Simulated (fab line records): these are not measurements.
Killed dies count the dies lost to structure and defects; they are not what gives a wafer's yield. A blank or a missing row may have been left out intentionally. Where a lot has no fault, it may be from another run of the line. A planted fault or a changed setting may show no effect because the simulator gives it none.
Which of the tools did it? :: flow sky130 :: 12 lots with 36 wafers sampled at 3 steps, on a route of 708 steps

WHAT EACH GAUGE READ, for each wafer
SKY_LI_CONTACT_RS_MEAS_22: the measuring method here is four-point-probe.
lot: L188
measured: day 29 15:01
on: filmMetro-02
LI_CONTACT_W_RS (ohm/sq): 0.284 0.285 0.284

lot: L189
measured: day 30 10:11
on: filmMetro-01
LI_CONTACT_W_RS (ohm/sq): 0.283 0.289 0.281

lot: L190
measured: day 30 18:14
on: filmMetro-02
LI_CONTACT_W_RS (ohm/sq): 0.291 0.293 0.290

lot: L192
measured: day 31 05:33
on: filmMetro-03
LI_CONTACT_W_RS (ohm/sq): 0.292 0.287 0.282

lot: L191
measured: day 31 06:51
on: filmMetro-01
LI_CONTACT_W_RS (ohm/sq): 0.285 0.286 0.290

lot: L193
measured: day 31 14:53
on: filmMetro-01
LI_CONTACT_W_RS (ohm/sq): 0.279 0.284 0.284

lot: L199
measured: day 33 13:58
on: filmMetro-02
LI_CONTACT_W_RS (ohm/sq): 0.285 0.285 0.285

lot: L201
measured: day 33 19:49
on: filmMetro-02
LI_CONTACT_W_RS (ohm/sq): 0.287 0.287 0.291

lot: L202
measured: day 34 07:13
on: filmMetro-01
LI_CONTACT_W_RS (ohm/sq): 0.290 0.289 0.285

lot: L207
measured: day 36 08:22
on: filmMetro-01
LI_CONTACT_W_RS (ohm/sq): 0.291 0.288 0.288

lot: L208
measured: day 36 09:05
on: filmMetro-01
LI_CONTACT_W_RS (ohm/sq): 0.286 0.285 0.285

lot: L209
measured: day 36 15:49
on: filmMetro-03
LI_CONTACT_W_RS (ohm/sq): 0.294 0.289 0.287

SKY_LOCAL_INTERCONNECT_RS_MEAS_01: the measuring method here is four-point-probe.
lot: L188
measured: day 29 15:50
on: filmMetro-02
LOCAL_INTERCONNECT_TIN_RS (ohm/sq): 13.85 13.93 14.10

lot: L189
measured: day 30 10:44
on: filmMetro-02
LOCAL_INTERCONNECT_TIN_RS (ohm/sq): 14.26 14.44 14.16

lot: L190
measured: day 30 18:47
on: filmMetro-01
LOCAL_INTERCONNECT_TIN_RS (ohm/sq): 14.03 14.27 14.18

lot: L192
measured: day 31 06:06
on: filmMetro-01
LOCAL_INTERCONNECT_TIN_RS (ohm/sq): 14.16 14.16 14.21

lot: L191
measured: day 31 07:23
on: filmMetro-01
LOCAL_INTERCONNECT_TIN_RS (ohm/sq): 14.34 14.18 14.21

lot: L193
measured: day 31 15:25
on: filmMetro-04
LOCAL_INTERCONNECT_TIN_RS (ohm/sq): 13.83 13.67 14.04

lot: L199
measured: day 33 14:31
on: filmMetro-02
LOCAL_INTERCONNECT_TIN_RS (ohm/sq): 13.82 13.79 13.73

lot: L201
measured: day 33 20:22
on: filmMetro-01
LOCAL_INTERCONNECT_TIN_RS (ohm/sq): 13.98 14.37 14.42

lot: L202
measured: day 34 07:46
on: filmMetro-02
LOCAL_INTERCONNECT_TIN_RS (ohm/sq): 14.04 14.03 14.03

lot: L207
measured: day 36 08:55
on: filmMetro-02
LOCAL_INTERCONNECT_TIN_RS (ohm/sq): 13.82 14.08 13.79

lot: L208
measured: day 36 09:38
on: filmMetro-02
LOCAL_INTERCONNECT_TIN_RS (ohm/sq): 14.12 13.83 14.21

lot: L209
measured: day 36 16:22
on: filmMetro-02
LOCAL_INTERCONNECT_TIN_RS (ohm/sq): 14.19 14.60 14.14

TOOL THAT RAN EACH LOT (tool first, then ch and the chambers of the sampled wafers, then the start)
lot: L188
SKY_LI_CONTACT_SPUTTER_20: pvdSputter-03, day 29 14:49

lot: L189
SKY_LI_CONTACT_SPUTTER_20: pvdSputter-04, day 30 10:01

lot: L190
SKY_LI_CONTACT_SPUTTER_20: pvdSputter-04, day 30 18:04

lot: L192
SKY_LI_CONTACT_SPUTTER_20: pvdSputter-01, day 31 05:21

lot: L191
SKY_LI_CONTACT_SPUTTER_20: pvdSputter-04, day 31 06:37

lot: L193
SKY_LI_CONTACT_SPUTTER_20: pvdSputter-01, day 31 14:40

lot: L199
SKY_LI_CONTACT_SPUTTER_20: pvdSputter-01, day 33 13:43

lot: L201
SKY_LI_CONTACT_SPUTTER_20: pvdSputter-01, day 33 19:37

lot: L202
SKY_LI_CONTACT_SPUTTER_20: pvdSputter-01, day 34 07:02

lot: L207
SKY_LI_CONTACT_SPUTTER_20: pvdSputter-01, day 36 08:10

lot: L208
SKY_LI_CONTACT_SPUTTER_20: pvdSputter-01, day 36 08:55

lot: L209
SKY_LI_CONTACT_SPUTTER_20: pvdSputter-03, day 36 15:37
- SKY_LI_CONTACT_SPUTTER_20: material TiN, target thk 20 nm, time 80 s.

AS READ BY THE TOOLS THEMSELVES (means over the sampled wafers that have a number; for cases with no such wafer, the mark the record gives instead)
SKY_LI_CONTACT_SPUTTER_20.
lot: L188
tool: pvdSputter-03
throttleValvePct (%): 29.6

lot: L189
tool: pvdSputter-04
throttleValvePct (%): 29.8

lot: L190
tool: pvdSputter-04
throttleValvePct (%): 29.6

lot: L192
tool: pvdSputter-01
throttleValvePct (%): 29.8

lot: L191
tool: pvdSputter-04
throttleValvePct (%): 28.4

lot: L193
tool: pvdSputter-01
throttleValvePct (%): 29.8

lot: L199
tool: pvdSputter-01
throttleValvePct (%): 30.4

lot: L201
tool: pvdSputter-01
throttleValvePct (%): 31.0

lot: L202
tool: pvdSputter-01
throttleValvePct (%): 30.3

lot: L207
tool: pvdSputter-01
throttleValvePct (%): 30.2

lot: L208
tool: pvdSputter-01
throttleValvePct (%): 30.4

lot: L209
tool: pvdSputter-03
throttleValvePct (%): 28.4

THE ANSWER, worked out from the rows above alone
Rule: the usual values come from the lots themselves. The widest of any qualifying gaps counts: lots, ordered by their means at a reading, are off when they make up no more than a third of the lots, leave a main group of 4 or more, and stand apart from it by 3 or more times the standard deviation of that group's means. The tables above print the reading to a certain number of digits; a main group whose means all agree to those digits is not used. Also off: a lot with no number at a reading for which 4 or more lots have one. The other lots that the step has rows for count as sound. After the gauges, taken in route order, come the tools' own readings; for these a lot's mean is taken, as printed above. The first step at which some lot is off is used, and at that step the reading that is off furthest; a lot without a number counts as furthest.
Nothing can be told from this: no lot is off at any reading shown.

WHAT THE SIMULATOR HAD INSERTED
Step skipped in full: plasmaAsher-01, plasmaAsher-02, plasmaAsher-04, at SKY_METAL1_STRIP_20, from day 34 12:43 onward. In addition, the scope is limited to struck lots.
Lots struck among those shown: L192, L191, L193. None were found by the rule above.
